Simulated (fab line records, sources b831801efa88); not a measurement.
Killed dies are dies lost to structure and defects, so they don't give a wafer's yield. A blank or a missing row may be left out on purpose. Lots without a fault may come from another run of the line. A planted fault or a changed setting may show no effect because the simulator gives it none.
A struck lot beside a sound one | flow sky130 | 16 steps out of a route of 708
Sound: wafers L369.4, L369.5, L369.6. Struck: wafers L385.3, L385.4, L385.6. The cause comes at the end.
At each step with rows: each side's tool, then ch and its chambers, then its first start. Under that, the readings that differ: sound wafers | struck wafers | difference of the means | sigmas: that difference in standard deviations of wafers without a fault.
alike: readings whose means differ by less than 2 such deviations, and words and numbers that are the same on both sides. not compared: withheld readings, readings that some wafer has no value for, bounds like >300 that may hide the same value, and numbers for which the record gives no deviation and whose values overlap.
The two part at a step that has a row with sigmas, a row that says differs or no value, or rows on one side only. Numbers that don't overlap but have no deviation are shown without sigmas and don't part them. A reading that every wafer of one side lacks parts them only if that side has two wafers or more.

SKY_NWELL_RS_MEAS_29: measures by four-point-probe.
  sound on film_metro-01, day 5 15:46; struck on film_metro-01, day 9 14:59
  alike: NWELL_RS
SKY_NWELL_RS_MEAS_31: measures by four-point-probe.
  sound on film_metro-01, day 5 16:00; struck on film_metro-01, day 9 15:14
  alike: PWDE_RS
then, 7 steps without rows for these wafers: SKY_VT_ADJUST_HVTP_DEHYDRATE_00 (time 60 s); SKY_VT_ADJUST_HVTP_HMDS_01 (prime time 60 s); SKY_VT_ADJUST_HVTP_COAT_02 (resist thk 1140 nm); SKY_VT_ADJUST_HVTP_SOFTBAKE_03 (time 60 s); SKY_VT_ADJUST_HVTP_EXPOSE_04 (exposes mask HVTPM, target cd 380 nm); SKY_VT_ADJUST_HVTP_PEB_05; SKY_VT_ADJUST_HVTP_DEVELOP_06 (develop time 60 s).
SKY_VT_ADJUST_HVTP_CD_MEAS_07: target cd 380 nm.
  sound on cd_sem-02, day 6 10:27; struck on cd_sem-01, day 10 12:37
  alike: cd_nm
SKY_VT_ADJUST_HVTP_OVL_MEAS_08:
  sound on overlay-01, day 6 10:32; struck on overlay-02, day 10 12:42
  alike: VT_ADJUST_HVTP_OVL
SKY_VT_ADJUST_HVTP_IMPLANT_09:
  sound on implanter-03 ch 0, day 6 10:37; struck on implanter-01 ch 0, day 10 12:46
  reading                   | sound                | struck               | difference | sigmas
  beam_energy_keV           | 150.06 150.00 150.01 | 139.43 139.41 139.38 | -10.62     | -99 or more
  model.implant.rp_nm (nm)  | 82.73 82.73 82.73    | 76.32 76.32 76.32    | -6.41      |
  model.implant.drp_nm (nm) | 33.4 33.4 33.4       | 31.52 31.52 31.52    | -1.88      |
  alike: dose_ions_cm2
SKY_VT_ADJUST_HVTP_STRIP_10: strips in O2/N2.
  sound on plasma_asher-03 ch 0,1, day 6 10:44; struck on plasma_asher-01 ch 0,1, day 10 12:55
  alike: drypump_motor_current_A, oes_product_au, strip_time_to_endpoint_s
  not compared: rf_hours_counter_h
SKY_VT_ADJUST_HVTP_TW_MEAS_11:
  sound on film_metro-03, day 6 10:50; struck on film_metro-04, day 10 12:59
  reading           | sound          | struck         | difference | sigmas
  VT_ADJUST_HVTP_TW | 1354 1346 1353 | 1322 1323 1328 | -27        | -4
then, 1 step without rows for these wafers: SKY_VT_ADJUST_LVTN_DEHYDRATE_00 (time 60 s).
-- the record jumps here: 39 days lie between the struck wafers' starts before and after (it left off in module VT_ADJUST_LVTN and takes up again in module PAD_OPEN, whose first step shown is number 708 of the route) --
SKY_PAD_OPEN_PROBE_99:
  sound on prober-01, day 46 04:41; struck on prober-02, day 49 16:13
  reading                                  | sound                | struck               | difference | sigmas
  model.etest.tip_p.rs_ohm_sq              | 6950 6928 6921       | 7153 7160 7173       | +229       |
  model.etest.pfet_01v8.drive_ua_um        | 191.5 184.1 188.1    | 183.4 183.4 183.7    | -4.4       |
  model.etest.pfet_01v8_mvt.drive_ua_um    | 150.1 146.5 146.9    | 141.9 144.8 143.4    | -4.5       |
  model.etest.pfet_01v8_mvt.off_log10_a_um | -10.88 -11 -10.9     | -11.82 -11.8 -12.02  | -0.95      |
  model.etest.pfet_01v8.off_log10_a_um     | -9.748 -10.35 -9.828 | -10.61 -10.78 -10.87 | -0.78      |
  alike: killed_at_M0_to_M3, killed_at_M4_up, killed_at_contacts, killed_at_front_end, killed_at_other, killed_dies, killed_open, killed_short
  not compared: model.etest.pfet_01v8.r_on_ohm_um, model.etest.pfet_01v8_hvt.drive_ua_um, model.etest.sram_pfet_latch.drive_ua_um

WHERE THEY PART
First at SKY_VT_ADJUST_HVTP_IMPLANT_09; last, within this record, at SKY_VT_ADJUST_HVTP_TW_MEAS_11. Later steps at which nothing parts them and some readings are alike: SKY_PAD_OPEN_PROBE_99.

WHY: what the simulator had put in
Process parameter drift: implanter-01, from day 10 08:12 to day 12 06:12, at SKY_VT_ADJUST_HVTP_IMPLANT_09. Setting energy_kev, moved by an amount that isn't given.
